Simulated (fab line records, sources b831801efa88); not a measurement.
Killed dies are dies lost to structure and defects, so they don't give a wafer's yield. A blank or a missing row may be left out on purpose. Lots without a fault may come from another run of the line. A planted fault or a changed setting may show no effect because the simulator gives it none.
fab line records | flow gf180mcu
record lots=5 wafers=15 last_day=34
route steps=602 shown NWELL@42 LVPWELL@54 MVSD@66 MVPSD@78 VT_IMPLANT@90
lots that met no fault: from a run of the same line without faults
start_h: hours from the record's first day to the start of the lot's first wafer shown | wait_h: hours since the lot's step before | " the same as in the row above | L1.1+2: a row that stands for several wafers | - no value, or no start given | * or withheld: withheld | < > ~ a bound
route shown NAME@n: a module of which the file shows steps, and the number in the route of the first | usual: mean/standard deviation of fault-free wafers | same: alike in all rows | chamber/n: place in a boat | sites: the reading at each site | _std_site: their standard deviation | _edge_site: outer sites' mean less inner sites' | radius_mm: how far each site lies from the wafer's centre | mask NAME#n: copy n | behind: the tool/chamber that last shaped the wafer | hold: why the lot was held/for how many hours/how that ended | device: the transistor (n, p or np) that didn't switch | end of line: the same wafers' tests at the end of the route | a step without rows: its recipe alone | killed: dies lost to structure and defects at the first sort, not the wafer's yield | map: a wafer's dies, x killed, . not, _ none there
set.NAME: the setting as run; set.NAME@STEP: as run at that earlier step | model.NAME: the simulator's own value behind a step, which no gauge read
lots at some steps of the route; a table a step, a row a wafer
services: from which hour (start_h, from the record's first day; less than 0 if before it) a tool's chamber was out of use, for how many hours, and why
## steps
# step GF_NWELL_DEHYDRATE_00
# recipe temp_c=200 time_s=60
# same time_s=60
# columns lot.wafer tool chamber start_h wait_h
L075.1+5+6 litho_track-01 0 54.40 5.9
L082.1+2+6 litho_track-02 0 91.71 6.6
L088.2+4+6 litho_track-02 0 125.14 7.2
L096.4+5+6 litho_track-02 0 167.99 7.4
L097.2+3+5 litho_track-02 0 172.69 8.1
# step GF_NWELL_HMDS_01
# recipe prime_time_s=60 prime_temp_c=120
# columns lot.wafer tool chamber start_h wait_h
L075.1+5+6 litho_track-01 0 54.55 0.1
L082.1+2+6 litho_track-02 0 91.86 0.1
L088.2+4+6 litho_track-02 0 125.29 0.1
L096.4+5+6 litho_track-02 0 168.14 0.1
L097.2+3+5 litho_track-02 0 172.84 0.1
# step GF_NWELL_COAT_02
# recipe spin_rpm=2000 resist_thk_nm=3000
# columns lot.wafer tool chamber start_h wait_h
L075.1+5+6 litho_track-01 0 54.70 0.1
L082.1+2+6 litho_track-02 0 92.01 0.1
L088.2+4+6 litho_track-02 0 125.44 0.1
L096.4+5+6 litho_track-02 0 168.29 0.1
L097.2+3+5 litho_track-02 0 172.99 0.1
# step GF_NWELL_SOFTBAKE_03
# recipe temp_c=110 time_s=withheld
# columns lot.wafer tool chamber start_h wait_h
L075.1+5+6 litho_track-01 0 54.85 0.1
L082.1+2+6 litho_track-02 0 92.16 0.1
L088.2+4+6 litho_track-02 0 125.60 0.1
L096.4+5+6 litho_track-02 0 168.46 0.1
L097.2+3+5 litho_track-02 0 173.15 0.1
# step GF_NWELL_EXPOSE_04
# recipe mask_id=Nwell target_cd_nm=860 na=0.6 source_shape=conventional sigma_outer=0.6 dose_mj=260
# same sigma_outer=0.6
# columns lot.wafer tool chamber start_h wait_h mask
L075.1+5+6 iline_stepper-02 0 - - Nwell#0
L082.1+2+6 iline_stepper-01 0 - - Nwell#0
L088.2+4+6 iline_stepper-02 0 - - Nwell#0
L096.4+5+6 iline_stepper-02 0 - - Nwell#0
L097.2+3+5 iline_stepper-02 0 - - Nwell#0
# step GF_NWELL_PEB_05
# recipe temp_c=115 time_s=withheld
# columns lot.wafer tool chamber start_h wait_h
L075.1+5+6 litho_track-01 0 - -
L082.1+2+6 litho_track-01 0 - -
L088.2+4+6 litho_track-03 0 - -
L096.4+5+6 litho_track-01 0 - -
L097.2+3+5 litho_track-02 0 - -
# step GF_NWELL_DEVELOP_06
# recipe wall_angle_deg=90 develop_time_s=60 dev_temp_c=23
# columns lot.wafer tool chamber start_h wait_h
L075.1+5+6 litho_track-01 0 - -
L082.1+2+6 litho_track-01 0 - -
L088.2+4+6 litho_track-03 0 - -
L096.4+5+6 litho_track-01 0 - -
L097.2+3+5 litho_track-02 0 - -
# step GF_NWELL_OVL_MEAS_07
# usual NWELL_OVL=1.4/1.3
# columns lot.wafer tool chamber start_h wait_h NWELL_OVL[nm]
L075.1 overlay-01 - 61.20 - 2.4
L075.5 " - " " 1.8
L075.6 " - " " 1.3
L082.1 overlay-02 - 99.00 - -1.4
L082.2 " - " " -0.2
L082.6 " - " " 1.3
L088.2 overlay-01 - 132.56 - 1.8
L088.4 " - " " -0.5
L088.6 " - " " -0.9
L096.4 overlay-02 - 176.52 - 0.5
L096.5 " - " " 0.8
L096.6 " - " " -0.9
L097.2 overlay-02 - 181.27 - -0.9
L097.3 " - " " -1.0
L097.5 " - " " 0.8
# step GF_NWELL_IMPLANT_08
# recipe species=P energy_kev=450 dose_cm2=1.5e+13 tilt_deg=0
# columns lot.wafer tool chamber start_h wait_h
L075.1+5+6 implanter-03 0 61.24 0.0
L082.1+2+6 implanter-03 0 99.04 0.0
L088.2+4+6 implanter-01 0 132.61 0.0
L096.4+5+6 implanter-03 0 176.61 0.1
L097.2+3+5 implanter-01 0 181.32 0.0
# step GF_NWELL_IMPLANT_09
# recipe species=P energy_kev=160 dose_cm2=4e+12 tilt_deg=0
# columns lot.wafer tool chamber start_h wait_h
L075.1+5+6 implanter-03 0 61.39 0.1
L082.1+2+6 implanter-03 0 99.19 0.1
L088.2+4+6 implanter-01 0 132.76 0.1
L096.4+5+6 implanter-03 0 176.76 0.1
L097.2+3+5 implanter-01 0 181.47 0.1
# step GF_NWELL_STRIP_10
# recipe chemistry=O2/N2 power_w=1400 pressure_mtorr=1500 platen_temp_c=250 o2_flow_sccm=3000 n2_flow_sccm=300 overash_fraction=0.5
# usual drypump_motor_current_A=5.6/0.4 heater_power_w=348/53 oes_product_au=0.722/0.0049 strip_time_to_endpoint_s=37.01/0.12
# columns lot.wafer tool chamber start_h wait_h drypump_motor_current_A heater_power_w oes_product_au rf_hours_counter_h strip_time_to_endpoint_s
L075.1 plasma_asher-02 0 61.54 0.1 5.0 382 0.722 48 37.00
L075.5 " 0 " " 5.0 376 0.719 - 37.13
L075.6 " 1 " " 5.8 418 0.720 - 37.04
L082.1 plasma_asher-01 0 99.34 0.1 6.2 383 0.724 45 37.12
L082.2 " 1 " " 5.3 272 0.714 45 37.05
L082.6 " 1 " " 5.3 273 0.728 - 37.08
L088.2 plasma_asher-04 0 132.89 0.1 5.6 332 0.718 37 37.20
L088.4 " 0 " " 5.7 318 0.726 - 37.13
L088.6 " 0 " " 5.7 330 0.721 - 37.16
L096.4 plasma_asher-01 0 176.87 0.1 6.2 385 0.714 - 37.06
L096.5 " 1 " " 5.3 271 0.722 - 37.02
L096.6 " 0 " " 6.2 381 0.722 - 37.02
L097.2 plasma_asher-02 1 181.60 0.1 5.8 420 0.729 59 37.02
L097.3 " 1 " " 5.8 412 0.727 - 36.92
L097.5 " 0 " " 5.0 383 0.722 - 37.00
# step GF_NWELL_TW_MEAS_11
# usual NWELL_TW=1577/12
# columns lot.wafer tool chamber start_h wait_h NWELL_TW
L075.1 film_metro-01 - 61.64 0.1 1582
L075.5 " - " " 1585
L075.6 " - " " 1579
L082.1 film_metro-04 - 99.44 0.1 1563
L082.2 " - " " 1564
L082.6 " - " " 1552
L088.2 film_metro-03 - 133.00 0.1 1572
L088.4 " - " " 1577
L088.6 " - " " 1566
L096.4 film_metro-04 - 176.97 0.1 1575
L096.5 " - " " 1575
L096.6 " - " " 1572
L097.2 film_metro-01 - 181.71 0.1 1580
L097.3 " - " " 1590
L097.5 " - " " 1583
# step GF_LVPWELL_DEHYDRATE_00
# recipe temp_c=200 time_s=60
# same time_s=60
# columns lot.wafer tool chamber start_h wait_h
L075.1+5+6 litho_track-03 0 67.64 6.0
L082.1+2+6 litho_track-04 0 106.29 6.8
L088.2+4+6 litho_track-03 0 140.36 7.4
L096.4+5+6 litho_track-03 0 185.06 8.1
L097.2+3+5 litho_track-02 0 189.79 8.1
# step GF_LVPWELL_HMDS_01
# recipe prime_time_s=60 prime_temp_c=120
# columns lot.wafer tool chamber start_h wait_h
L075.1+5+6 litho_track-03 0 67.79 0.1
L082.1+2+6 litho_track-04 0 106.44 0.1
L088.2+4+6 litho_track-03 0 140.51 0.1
L096.4+5+6 litho_track-03 0 185.21 0.1
L097.2+3+5 litho_track-02 0 189.94 0.1
# step GF_LVPWELL_COAT_02
# recipe spin_rpm=2000 resist_thk_nm=3000
# columns lot.wafer tool chamber start_h wait_h
L075.1+5+6 litho_track-03 0 67.94 0.1
L082.1+2+6 litho_track-04 0 106.59 0.1
L088.2+4+6 litho_track-03 0 140.66 0.1
L096.4+5+6 litho_track-03 0 185.36 0.1
L097.2+3+5 litho_track-02 0 190.09 0.1
# step GF_LVPWELL_SOFTBAKE_03
# recipe temp_c=110 time_s=withheld
# columns lot.wafer tool chamber start_h wait_h
L075.1+5+6 litho_track-03 0 68.09 0.1
L082.1+2+6 litho_track-04 0 106.74 0.1
L088.2+4+6 litho_track-03 0 140.82 0.1
L096.4+5+6 litho_track-03 0 185.53 0.1
L097.2+3+5 litho_track-02 0 190.25 0.1
# step GF_LVPWELL_EXPOSE_04
# recipe mask_id=LVPWELL target_cd_nm=600 na=0.6 source_shape=conventional sigma_outer=0.6 dose_mj=260
# same sigma_outer=0.6
# columns lot.wafer tool chamber start_h wait_h mask
L075.1+5+6 iline_stepper-01 0 - - LVPWELL#0
L082.1+2+6 iline_stepper-02 0 - - LVPWELL#0
L088.2+4+6 iline_stepper-02 0 - - LVPWELL#0
L096.4+5+6 iline_stepper-01 0 - - LVPWELL#0
L097.2+3+5 iline_stepper-01 0 - - LVPWELL#0
# step GF_LVPWELL_PEB_05
# recipe temp_c=115 time_s=withheld
# columns lot.wafer tool chamber start_h wait_h
L075.1+5+6 litho_track-02 0 - -
L082.1+2+6 litho_track-04 0 - -
L088.2+4+6 litho_track-04 0 - -
L096.4+5+6 litho_track-02 0 - -
L097.2+3+5 litho_track-04 0 - -
# step GF_LVPWELL_DEVELOP_06
# recipe wall_angle_deg=90 develop_time_s=60 dev_temp_c=23
# columns lot.wafer tool chamber start_h wait_h
L075.1+5+6 litho_track-02 0 - -
L082.1+2+6 litho_track-04 0 - -
L088.2+4+6 litho_track-04 0 - -
L096.4+5+6 litho_track-02 0 - -
L097.2+3+5 litho_track-04 0 - -
# step GF_LVPWELL_OVL_MEAS_07
# usual LVPWELL_OVL=-0.6/1.2
# columns lot.wafer tool chamber start_h wait_h LVPWELL_OVL[nm]
L075.1 overlay-01 - 74.52 - -0.5
L075.5 " - " " -0.4
L075.6 " - " " -2.2
L082.1 overlay-01 - 114.29 - 0.2
L082.2 " - " " 1.2
L082.6 " - " " 1.8
L088.2 overlay-01 - 148.40 - 0.4
L088.4 " - " " -1.0
L088.6 " - " " -2.5
L096.4 overlay-02 - 194.08 - -1.7
L096.5 " - " " -0.9
L096.6 " - " " -1.8
L097.2 overlay-01 - 198.70 - -0.7
L097.3 " - " " -0.5
L097.5 " - " " -1.8
# step GF_LVPWELL_IMPLANT_08
# recipe species=B energy_kev=170 dose_cm2=1.5e+13 tilt_deg=0
# columns lot.wafer tool chamber start_h wait_h
L075.1+5+6 implanter-03 0 74.55 0.0
L082.1+2+6 implanter-04 0 114.33 0.0
L088.2+4+6 implanter-04 0 148.45 0.0
L096.4+5+6 implanter-04 0 194.17 0.1
L097.2+3+5 implanter-04 0 198.75 0.0
# step GF_LVPWELL_IMPLANT_09
# recipe species=B energy_kev=60 dose_cm2=5e+12 tilt_deg=0
# columns lot.wafer tool chamber start_h wait_h
L075.1+5+6 implanter-03 0 74.70 0.1
L082.1+2+6 implanter-04 0 114.48 0.1
L088.2+4+6 implanter-04 0 148.60 0.1
L096.4+5+6 implanter-04 0 194.32 0.1
L097.2+3+5 implanter-04 0 198.90 0.1
# step GF_LVPWELL_STRIP_10
# recipe chemistry=O2/N2 power_w=1400 pressure_mtorr=1500 platen_temp_c=250 o2_flow_sccm=3000 n2_flow_sccm=300 overash_fraction=0.5
# usual drypump_motor_current_A=5.62/0.27 heater_power_w=348/42 oes_product_au=0.723/0.0048 strip_time_to_endpoint_s=36.96/0.1
# columns lot.wafer tool chamber start_h wait_h drypump_motor_current_A heater_power_w oes_product_au rf_hours_counter_h strip_time_to_endpoint_s
L075.1 plasma_asher-02 0 74.85 0.1 5.00 375 0.729 50 36.98
L075.5 " 0 " " 4.98 381 0.719 - 36.81
L075.6 " 1 " " 5.79 412 0.719 - 37.06
L082.1 plasma_asher-04 0 114.66 0.2 5.64 322 0.717 35 37.05
L082.2 " 1 " " 5.65 300 0.726 35 36.88
L082.6 " 0 " " 5.65 326 0.729 - 37.01
L088.2 plasma_asher-02 1 148.73 0.1 5.80 423 0.714 57 36.86
L088.4 " 1 " " 5.79 428 0.721 - 36.93
L088.6 " 0 " " 4.99 383 0.720 - 36.92
L096.4 plasma_asher-04 0 194.43 0.1 5.64 330 0.725 - 36.89
L096.5 " 1 " " 5.63 301 0.730 - 36.97
L096.6 " 0 " " 5.66 324 0.729 - 36.95
L097.2 plasma_asher-03 0 199.03 0.1 5.84 322 0.717 9 37.02
L097.3 " 1 " " 5.81 383 0.727 - 36.95
L097.5 " 1 " " 5.80 376 0.730 - 37.01
# step GF_LVPWELL_TW_MEAS_11
# usual LVPWELL_TW=562/4.4
# columns lot.wafer tool chamber start_h wait_h LVPWELL_TW
L075.1 film_metro-04 - 74.95 0.1 556
L075.5 " - " " 552
L075.6 " - " " 557
L082.1 film_metro-04 - 114.76 0.1 552
L082.2 " - " " 552
L082.6 " - " " 555
L088.2 film_metro-04 - 148.84 0.1 551
L088.4 " - " " 552
L088.6 " - " " 554
L096.4 film_metro-03 - 194.53 0.1 566
L096.5 " - " " 566
L096.6 " - " " 564
L097.2 film_metro-03 - 199.14 0.1 567
L097.3 " - " " 562
L097.5 " - " " 563
# step GF_MVSD_DEHYDRATE_00
# recipe temp_c=200 time_s=60
# same time_s=60
# columns lot.wafer tool chamber start_h wait_h
L075.1+5+6 litho_track-01 0 81.10 6.1
L082.1+2+6 litho_track-04 0 122.29 7.5
L088.2+4+6 litho_track-03 0 156.56 7.7
L096.4+5+6 litho_track-03 0 202.56 8.0
L097.2+3+5 litho_track-01 0 207.18 8.0
# step GF_MVSD_HMDS_01
# recipe prime_time_s=60 prime_temp_c=120
# columns lot.wafer tool chamber start_h wait_h
L075.1+5+6 litho_track-01 0 81.25 0.1
L082.1+2+6 litho_track-04 0 122.44 0.1
L088.2+4+6 litho_track-03 0 156.71 0.1
L096.4+5+6 litho_track-03 0 202.71 0.1
L097.2+3+5 litho_track-01 0 207.33 0.1
# step GF_MVSD_COAT_02
# recipe spin_rpm=2000 resist_thk_nm=3000
# columns lot.wafer tool chamber start_h wait_h
L075.1+5+6 litho_track-01 0 81.40 0.1
L082.1+2+6 litho_track-04 0 122.59 0.1
L088.2+4+6 litho_track-03 0 156.86 0.1
L096.4+5+6 litho_track-03 0 202.86 0.1
L097.2+3+5 litho_track-01 0 207.48 0.1
# step GF_MVSD_SOFTBAKE_03
# recipe temp_c=110 time_s=withheld
# columns lot.wafer tool chamber start_h wait_h
L075.1+5+6 litho_track-01 0 81.55 0.1
L082.1+2+6 litho_track-04 0 122.74 0.1
L088.2+4+6 litho_track-03 0 157.02 0.1
L096.4+5+6 litho_track-03 0 203.03 0.1
L097.2+3+5 litho_track-01 0 207.63 0.1
# step GF_MVSD_EXPOSE_04
# recipe mask_id=MVSD target_cd_nm=1000 na=0.6 source_shape=conventional sigma_outer=0.6 dose_mj=260
# same sigma_outer=0.6
# columns lot.wafer tool chamber start_h wait_h mask
L075.1+5+6 iline_stepper-01 0 - - MVSD#0
L082.1+2+6 iline_stepper-01 0 - - MVSD#0
L088.2+4+6 iline_stepper-02 0 - - MVSD#0
L096.4+5+6 iline_stepper-01 0 - - MVSD#0
L097.2+3+5 iline_stepper-02 0 - - MVSD#0
# step GF_MVSD_PEB_05
# recipe temp_c=115 time_s=withheld
# columns lot.wafer tool chamber start_h wait_h
L075.1+5+6 litho_track-03 0 - -
L082.1+2+6 litho_track-03 0 - -
L088.2+4+6 litho_track-04 0 - -
L096.4+5+6 litho_track-03 0 - -
L097.2+3+5 litho_track-03 0 - -
# step GF_MVSD_DEVELOP_06
# recipe wall_angle_deg=90 develop_time_s=60 dev_temp_c=23
# columns lot.wafer tool chamber start_h wait_h
L075.1+5+6 litho_track-03 0 - -
L082.1+2+6 litho_track-03 0 - -
L088.2+4+6 litho_track-04 0 - -
L096.4+5+6 litho_track-03 0 - -
L097.2+3+5 litho_track-03 0 - -
# step GF_MVSD_OVL_MEAS_07
# usual MVSD_OVL=0.7/1.6
# columns lot.wafer tool chamber start_h wait_h MVSD_OVL[nm]
L075.1 overlay-01 - 88.74 - -0.7
L075.5 " - " " -1.5
L075.6 " - " " -1.3
L082.1 overlay-01 - 129.74 - 0.5
L082.2 " - " " 1.8
L082.6 " - " " 1.9
L088.2 overlay-01 - 164.65 - 2.8
L088.4 " - " " -0.4
L088.6 " - " " 2.2
L096.4 overlay-01 - 211.95 - -1.9
L096.5 " - " " 0.5
L096.6 " - " " 0.5
L097.2 overlay-02 - 216.44 - 2.5
L097.3 " - " " 0.2
L097.5 " - " " 2.6
# step GF_MVSD_IMPLANT_08
# recipe species=P energy_kev=400 dose_cm2=1.6e+13 tilt_deg=0
# columns lot.wafer tool chamber start_h wait_h
L075.1+5+6 implanter-02 0 88.77 0.0
L082.1+2+6 implanter-02 0 129.77 0.0
L088.2+4+6 implanter-01 0 164.70 0.0
L096.4+5+6 implanter-04 0 212.05 0.1
L097.2+3+5 implanter-04 0 216.50 0.0
# step GF_MVSD_IMPLANT_09
# recipe species=P energy_kev=100 dose_cm2=5e+12 tilt_deg=0
# columns lot.wafer tool chamber start_h wait_h
L075.1+5+6 implanter-02 0 88.92 0.1
L082.1+2+6 implanter-02 0 129.92 0.1
L088.2+4+6 implanter-01 0 164.85 0.1
L096.4+5+6 implanter-04 0 212.20 0.1
L097.2+3+5 implanter-04 0 216.65 0.1
# step GF_MVSD_STRIP_10
# recipe chemistry=O2/N2 power_w=1400 pressure_mtorr=1500 platen_temp_c=250 o2_flow_sccm=3000 n2_flow_sccm=300 overash_fraction=0.5
# usual drypump_motor_current_A=5.72/0.24 heater_power_w=325/35 oes_product_au=0.723/0.0046 strip_time_to_endpoint_s=37.00/0.095
# columns lot.wafer tool chamber start_h wait_h drypump_motor_current_A heater_power_w oes_product_au rf_hours_counter_h strip_time_to_endpoint_s
L075.1 plasma_asher-03 1 89.07 0.1 5.79 366 0.721 32 37.18
L075.5 " 1 " " 5.79 367 0.723 - 37.12
L075.6 " 0 " " 5.86 313 0.720 - 37.22
L082.1 plasma_asher-04 0 130.07 0.1 5.59 337 0.730 36 36.98
L082.2 " 1 " " 5.65 301 0.723 36 36.98
L082.6 " 0 " " 5.59 324 0.715 - 36.92
L088.2 plasma_asher-03 1 164.98 0.1 5.80 371 0.730 6 36.88
L088.4 " 0 " " 5.85 318 0.730 - 36.81
L088.6 " 0 " " 5.85 318 0.721 - 36.90
L096.4 plasma_asher-04 0 212.30 0.1 5.62 323 0.714 - 36.99
L096.5 " 0 " " 5.65 326 0.716 - 36.98
L096.6 " 1 " " 5.64 304 0.725 - 37.10
L097.2 plasma_asher-01 1 216.77 0.1 5.29 270 0.724 59 37.06
L097.3 " 0 " " 6.20 383 0.724 - 37.08
L097.5 " 1 " " 5.29 277 0.720 - 37.03
# step GF_MVSD_TW_MEAS_11
# usual MVSD_TW=1584/12
# columns lot.wafer tool chamber start_h wait_h MVSD_TW
L075.1 film_metro-01 - 89.17 0.1 1591
L075.5 " - " " 1587
L075.6 " - " " 1582
L082.1 film_metro-04 - 130.17 0.1 1569
L082.2 " - " " 1559
L082.6 " - " " 1562
L088.2 film_metro-03 - 165.09 0.1 1598
L088.4 " - " " 1602
L088.6 " - " " 1588
L096.4 film_metro-04 - 212.40 0.1 1593
L096.5 " - " " 1594
L096.6 " - " " 1598
L097.2 film_metro-01 - 216.88 0.1 1590
L097.3 " - " " 1589
L097.5 " - " " 1590
# step GF_MVPSD_DEHYDRATE_00
# recipe temp_c=200 time_s=60
# same time_s=60
# columns lot.wafer tool chamber start_h wait_h
L075.1+5+6 litho_track-04 0 95.59 6.4
L082.1+2+6 litho_track-01 0 137.60 7.4
L088.2+4+6 litho_track-01 0 173.08 8.0
L096.4+5+6 litho_track-01 0 220.48 8.1
L097.2+3+5 litho_track-04 0 225.77 8.9
# step GF_MVPSD_HMDS_01
# recipe prime_time_s=60 prime_temp_c=120
# columns lot.wafer tool chamber start_h wait_h
L075.1+5+6 litho_track-04 0 95.74 0.1
L082.1+2+6 litho_track-01 0 137.75 0.1
L088.2+4+6 litho_track-01 0 173.23 0.1
L096.4+5+6 litho_track-01 0 220.63 0.1
L097.2+3+5 litho_track-04 0 225.92 0.1
# step GF_MVPSD_COAT_02
# recipe spin_rpm=2000 resist_thk_nm=3000
# columns lot.wafer tool chamber start_h wait_h
L075.1+5+6 litho_track-04 0 95.89 0.1
L082.1+2+6 litho_track-01 0 137.90 0.1
L088.2+4+6 litho_track-01 0 173.38 0.1
L096.4+5+6 litho_track-01 0 220.78 0.1
L097.2+3+5 litho_track-04 0 226.07 0.1
# step GF_MVPSD_SOFTBAKE_03
# recipe temp_c=110 time_s=withheld
# columns lot.wafer tool chamber start_h wait_h
L075.1+5+6 litho_track-04 0 96.04 0.1
L082.1+2+6 litho_track-01 0 138.05 0.1
L088.2+4+6 litho_track-01 0 173.54 0.1
L096.4+5+6 litho_track-01 0 220.95 0.1
L097.2+3+5 litho_track-04 0 226.23 0.1
# step GF_MVPSD_EXPOSE_04
# recipe mask_id=MVPSD target_cd_nm=1000 na=0.6 source_shape=conventional sigma_outer=0.6 dose_mj=260
# same sigma_outer=0.6
# columns lot.wafer tool chamber start_h wait_h mask
L075.1+5+6 iline_stepper-02 0 - - MVPSD#0
L082.1+2+6 iline_stepper-01 0 - - MVPSD#0
L088.2+4+6 iline_stepper-01 0 - - MVPSD#0
L096.4+5+6 iline_stepper-02 0 - - MVPSD#0
L097.2+3+5 iline_stepper-02 0 - - MVPSD#0
# step GF_MVPSD_PEB_05
# recipe temp_c=115 time_s=withheld
# columns lot.wafer tool chamber start_h wait_h
L075.1+5+6 litho_track-01 0 - -
L082.1+2+6 litho_track-02 0 - -
L088.2+4+6 litho_track-04 0 - -
L096.4+5+6 litho_track-01 0 - -
L097.2+3+5 litho_track-04 0 - -
# step GF_MVPSD_DEVELOP_06
# recipe wall_angle_deg=90 develop_time_s=60 dev_temp_c=23
# columns lot.wafer tool chamber start_h wait_h
L075.1+5+6 litho_track-01 0 - -
L082.1+2+6 litho_track-02 0 - -
L088.2+4+6 litho_track-04 0 - -
L096.4+5+6 litho_track-01 0 - -
L097.2+3+5 litho_track-04 0 - -
# step GF_MVPSD_OVL_MEAS_07
# usual MVPSD_OVL=1.1/1.5
# columns lot.wafer tool chamber start_h wait_h MVPSD_OVL[nm]
L075.1 overlay-01 - 103.20 - 3.6
L075.5 " - " " 1.9
L075.6 " - " " 3.5
L082.1 overlay-01 - 145.46 - 1.1
L082.2 " - " " 0.5
L082.6 " - " " 2.3
L088.2 overlay-02 - 181.60 - -0.3
L088.4 " - " " 0.4
L088.6 " - " " -1.5
L096.4 overlay-02 - 229.92 - 2.2
L096.5 " - " " 3.2
L096.6 " - " " 1.6
L097.2 overlay-02 - 235.50 - 2.4
L097.3 " - " " 1.3
L097.5 " - " " -1.1
# step GF_MVPSD_IMPLANT_08
# recipe species=B energy_kev=170 dose_cm2=1.5e+13 tilt_deg=0
# columns lot.wafer tool chamber start_h wait_h
L075.1+5+6 implanter-04 0 103.24 0.0
L082.1+2+6 implanter-03 0 145.50 0.0
L088.2+4+6 implanter-03 0 181.65 0.0
L096.4+5+6 implanter-01 0 230.01 0.1
L097.2+3+5 implanter-01 0 235.55 0.0
# step GF_MVPSD_IMPLANT_09
# recipe species=B energy_kev=40 dose_cm2=5e+12 tilt_deg=0
# columns lot.wafer tool chamber start_h wait_h
L075.1+5+6 implanter-04 0 103.39 0.1
L082.1+2+6 implanter-03 0 145.65 0.1
L088.2+4+6 implanter-03 0 181.80 0.1
L096.4+5+6 implanter-01 0 230.16 0.1
L097.2+3+5 implanter-01 0 235.70 0.1
# step GF_MVPSD_STRIP_10
# recipe chemistry=O2/N2 power_w=1400 pressure_mtorr=1500 platen_temp_c=250 o2_flow_sccm=3000 n2_flow_sccm=300 overash_fraction=0.5
# usual drypump_motor_current_A=5.7/0.41 heater_power_w=344/52 oes_product_au=0.722/0.0044 strip_time_to_endpoint_s=37.02/0.12
# columns lot.wafer tool chamber start_h wait_h drypump_motor_current_A heater_power_w oes_product_au rf_hours_counter_h strip_time_to_endpoint_s
L075.1 plasma_asher-03 0 103.54 0.1 5.9 310 0.726 33 36.96
L075.5 " 1 " " 5.8 375 0.724 - 36.95
L075.6 " 0 " " 5.8 307 0.719 - 36.83
L082.1 plasma_asher-01 1 145.80 0.1 5.3 272 0.719 51 37.07
L082.2 " 0 " " 6.2 373 0.724 51 37.01
L082.6 " 1 " " 5.3 273 0.723 - 36.94
L088.2 plasma_asher-03 1 181.93 0.1 5.8 371 0.716 8 36.92
L088.4 " 1 " " 5.8 375 0.719 - 36.94
L088.6 " 1 " " 5.8 375 0.720 - 36.83
L096.4 plasma_asher-01 0 230.27 0.1 6.2 382 0.724 - 36.88
L096.5 " 0 " " 6.2 384 0.724 - 36.80
L096.6 " 1 " " 5.3 281 0.723 - 36.81
L097.2 plasma_asher-01 0 235.83 0.1 6.2 377 0.722 61 37.01
L097.3 " 1 " " 5.3 267 0.729 - 37.00
L097.5 " 0 " " 6.2 383 0.723 - 36.94
# step GF_MVPSD_TW_MEAS_11
# usual MVPSD_TW=556/3.9
# columns lot.wafer tool chamber start_h wait_h MVPSD_TW
L075.1 film_metro-01 - 103.64 0.1 553
L075.5 " - " " 556
L075.6 " - " " 555
L082.1 film_metro-04 - 145.90 0.1 549
L082.2 " - " " 547
L082.6 " - " " 546
L088.2 film_metro-01 - 182.04 0.1 554
L088.4 " - " " 557
L088.6 " - " " 557
L096.4 film_metro-03 - 230.37 0.1 558
L096.5 " - " " 554
L096.6 " - " " 558
L097.2 film_metro-01 - 235.94 0.1 556
L097.3 " - " " 554
L097.5 " - " " 556
# step GF_VT_IMPLANT_DEHYDRATE_00
# recipe temp_c=200 time_s=60
# same time_s=60
# columns lot.wafer tool chamber start_h wait_h
L075.1+5+6 litho_track-02 0 110.76 7.1
L082.1+2+6 litho_track-03 0 153.24 7.3
L088.2+4+6 litho_track-01 0 189.98 7.9
L096.4+5+6 litho_track-02 0 238.99 8.6
L097.2+3+5 litho_track-03 0 244.16 8.2
# step GF_VT_IMPLANT_HMDS_01
# recipe prime_time_s=60 prime_temp_c=120
# columns lot.wafer tool chamber start_h wait_h
L075.1+5+6 litho_track-02 0 110.91 0.1
L082.1+2+6 litho_track-03 0 153.39 0.1
L088.2+4+6 litho_track-01 0 190.13 0.1
L096.4+5+6 litho_track-02 0 239.14 0.1
L097.2+3+5 litho_track-03 0 244.31 0.1
# step GF_VT_IMPLANT_COAT_02
# recipe resist=NOVOLAK spin_rpm=3000 resist_thk_nm=1000
# columns lot.wafer tool chamber start_h wait_h
L075.1+5+6 litho_track-02 0 111.06 0.1
L082.1+2+6 litho_track-03 0 153.54 0.1
L088.2+4+6 litho_track-01 0 190.28 0.1
L096.4+5+6 litho_track-02 0 239.29 0.1
L097.2+3+5 litho_track-03 0 244.46 0.1
# step GF_VT_IMPLANT_SOFTBAKE_03
# recipe temp_c=90 time_s=60 resist=NOVOLAK
# same time_s=60
# columns lot.wafer tool chamber start_h wait_h
L075.1+5+6 litho_track-02 0 111.21 0.1
L082.1+2+6 litho_track-03 0 153.69 0.1
L088.2+4+6 litho_track-01 0 190.43 0.1
L096.4+5+6 litho_track-02 0 239.44 0.1
L097.2+3+5 litho_track-03 0 244.61 0.1
# step GF_VT_IMPLANT_EXPOSE_04
# recipe mask_id=LVPWELL_LV_AREA target_cd_nm=600 na=0.6 source_shape=conventional sigma_outer=0.6 dose_mj=140
# same sigma_outer=0.6
# columns lot.wafer tool chamber start_h wait_h mask
L075.1+5+6 iline_stepper-02 0 - - LVPWELL_LV_AREA#0
L082.1+2+6 iline_stepper-02 0 - - LVPWELL_LV_AREA#0
L088.2+4+6 iline_stepper-01 0 - - LVPWELL_LV_AREA#0
L096.4+5+6 iline_stepper-02 0 - - LVPWELL_LV_AREA#0
L097.2+3+5 iline_stepper-02 0 - - LVPWELL_LV_AREA#0
# step GF_VT_IMPLANT_PEB_05
# recipe temp_c=withheld time_s=* resist=NOVOLAK
# same time_s=*
# columns lot.wafer tool chamber start_h wait_h
L075.1+5+6 litho_track-01 0 - -
L082.1+2+6 litho_track-01 0 - -
L088.2+4+6 litho_track-03 0 - -
L096.4+5+6 litho_track-03 0 - -
L097.2+3+5 litho_track-02 0 - -
## services
# columns tool chamber start_h hours kind
implanter-02 - 31.92 1.7 repair
litho_track-02 - 43.60 - consumable_replace:filter
plasma_asher-01 - 63.52 2.8 repair
implanter-01 - 64.51 2.1 repair
implanter-02 - 64.95 7.2 pm
implanter-02 - 93.23 17.9 pm
plasma_asher-03 - 108.79 9.0 pm
plasma_asher-03 - 108.84 3.5 repair
iline_stepper-01 - 115.51 2.9 repair
plasma_asher-02 - 132.22 1.2 repair
iline_stepper-02 - 141.90 1.7 pm
implanter-03 - 147.92 9.1 repair
plasma_asher-02 - 155.52 14.6 pm
implanter-04 - 157.02 3.8 repair
iline_stepper-02 0 157.03 - calibration
plasma_asher-04 - 164.07 2.4 repair
implanter-01 - 168.01 1.1 repair
implanter-01 - 171.31 5.7 pm
implanter-03 - 187.07 8.7 pm
implanter-03 - 207.47 3.5 pm
iline_stepper-01 - 210.07 1.7 pm
iline_stepper-01 0 243.18 - calibration
iline_stepper-02 - 250.83 2.1 pm
iline_stepper-02 - 252.91 - consumable_replace:lamp
## key
fault none
